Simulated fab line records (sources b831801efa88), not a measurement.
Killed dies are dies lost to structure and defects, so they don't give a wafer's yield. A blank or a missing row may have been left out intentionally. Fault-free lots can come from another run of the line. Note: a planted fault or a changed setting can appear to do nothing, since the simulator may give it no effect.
A lot that was struck, set against a sound lot	flow sky130	15 out of 708 route steps
Sound: these wafers, L459.2, L459.4, L459.6. Struck: wafer L467.2 (L467.1, L467.6, from the same lot, were not struck and are left out); the cause is given at the end.
Order at every step that has rows: each side's tool, ch and its chambers, its first start. Under that, the readings that differ: sound wafers	struck wafers	difference of the means	sigmas: that difference in standard deviations of wafers without a fault.
alike: same words and numbers on both sides, and readings whose means sit less than 2 such deviations apart. not compared: any withheld reading, any reading some wafer has no value for, any bound like >300 that may hide the same value, and any number with overlapping values for which the record gives no deviation.
The two part at a step that has a row with sigmas, a row that says differs or no value, or rows on one side only. When numbers do not overlap yet have no deviation, they are printed without sigmas and do not part them. A reading that every wafer of one side lacks parts them only if that side has two wafers or more.

first, 1 step without rows for these wafers: SKY_CONTACT_ETCH_17 (etches SiO2 in C4F8/O2/Ar, stops on Si3N4, target depth 340 nm).
SKY_CONTACT_ETCH_18: etches Si3N4 in CHF3/O2, stops on TiN, time 39 s, target depth 75 nm.
  sound on rie-diel-01 ch 2,3; struck on rie-diel-01 ch 3
  alike: bias-w, drypump-motor-current-A, oes-product-au, throttle-valve-pct
  not compared: rf-hours-counter-h
then, 4 steps without rows for these wafers: SKY_CONTACT_STRIP_19 (strips in O2/N2); SKY_CONTACT_STRIP_20 (strips in post etch residue remover, time 1200 s); SKY_CONTACT_CLEAN_21 (cleans in IPA, time 180 s); SKY_CONTACT_CLEAN_22 (cleans in O3/DIW).
SKY_CONTACT_SPUTTER_23: material TiN, target thk 20 nm, time 80 s.
  sound: pvd-sputter-02 at day 31 13:55; struck: pvd-sputter-04 at day 34 16:11
  alike: throttle-valve-pct
SKY_CONTACT_CVD_24: deposits W, target thk 340 nm, time 102.12 s.
  sound on cvd-w-01 ch 0,1, day 31 13:58; struck on cvd-w-01 ch 0, day 34 16:15
  alike: heater-power-w
SKY_CONTACT_RS_MEAS_25: measurement is done with a four-point probe.
  sound: film-metro-02 at day 31 14:06; struck: film-metro-04 at day 34 16:22
  alike: CONTACT_W_RS
SKY_CONTACT_THK_MEAS_26: measures by xrf.
  sound: film-metro-02 at day 31 14:13; struck: film-metro-04 at day 34 16:29
  alike: CONTACT_W_THK
SKY_CONTACT_CMP_27: polishes, stops on SiO2, t overpolish 15 s, target thk 0 nm.
  sound on cmp-01 ch 1,2, day 31 14:16; struck on cmp-02 ch 2, day 34 16:32
  alike: motor-current-A, overpolish-run-s, time-to-endpoint-s
then, 1 step without rows for these wafers: SKY_METAL1_SPUTTER_00 (material Ti, target thk 15 nm, time 10 s).
SKY_METAL1_SPUTTER_01: material TiN, target thk 20 nm, time 16.7 s.
  sound: pvd-sputter-03 at day 31 14:35; struck: pvd-sputter-02 at day 34 16:52
reading	sound	struck	difference	sigmas
model.TiN_of_METAL1_SPUTTER_01.thk-nm (nm)	19.86 19.76 19.86	13.8	-6.0	
  alike: throttle-valve-pct
SKY_METAL1_SPUTTER_02: material AlCu, target thk 250 nm, time 13.86 s.
  sound: pvd-sputter-03 at day 31 14:37; struck: pvd-sputter-02 at day 34 16:53
  alike: throttle-valve-pct
-- the record jumps here: 13 days lie between the struck wafers' starts before and after (it left off in module METAL1 and takes up again in module PAD_OPEN, whose first step shown is number 708 of the route) --
SKY_PAD_OPEN_PROBE_99:
  sound: prober-02 at day 45 20:01; struck: prober-02 at day 47 20:57
reading	sound	struck	difference	sigmas
killed-at-front-end	18 12 20	8	-9	-2
killed-short	36 45 52	32	-12	-2
  alike: defect-limited-yield, killed_at_M0_to_M3, killed_at_M4_up, killed-at-contacts, killed-at-other, killed-dies, killed-open, sort_bin_3_pad_short, sort_bin_5_function, sort_bin_6_memory, sort-n-pass, sort-yield-pct

## WHERE THEY PART
Only at SKY_PAD_OPEN_PROBE_99, as far as this record shows.

WHY: the cause the simulator had injected
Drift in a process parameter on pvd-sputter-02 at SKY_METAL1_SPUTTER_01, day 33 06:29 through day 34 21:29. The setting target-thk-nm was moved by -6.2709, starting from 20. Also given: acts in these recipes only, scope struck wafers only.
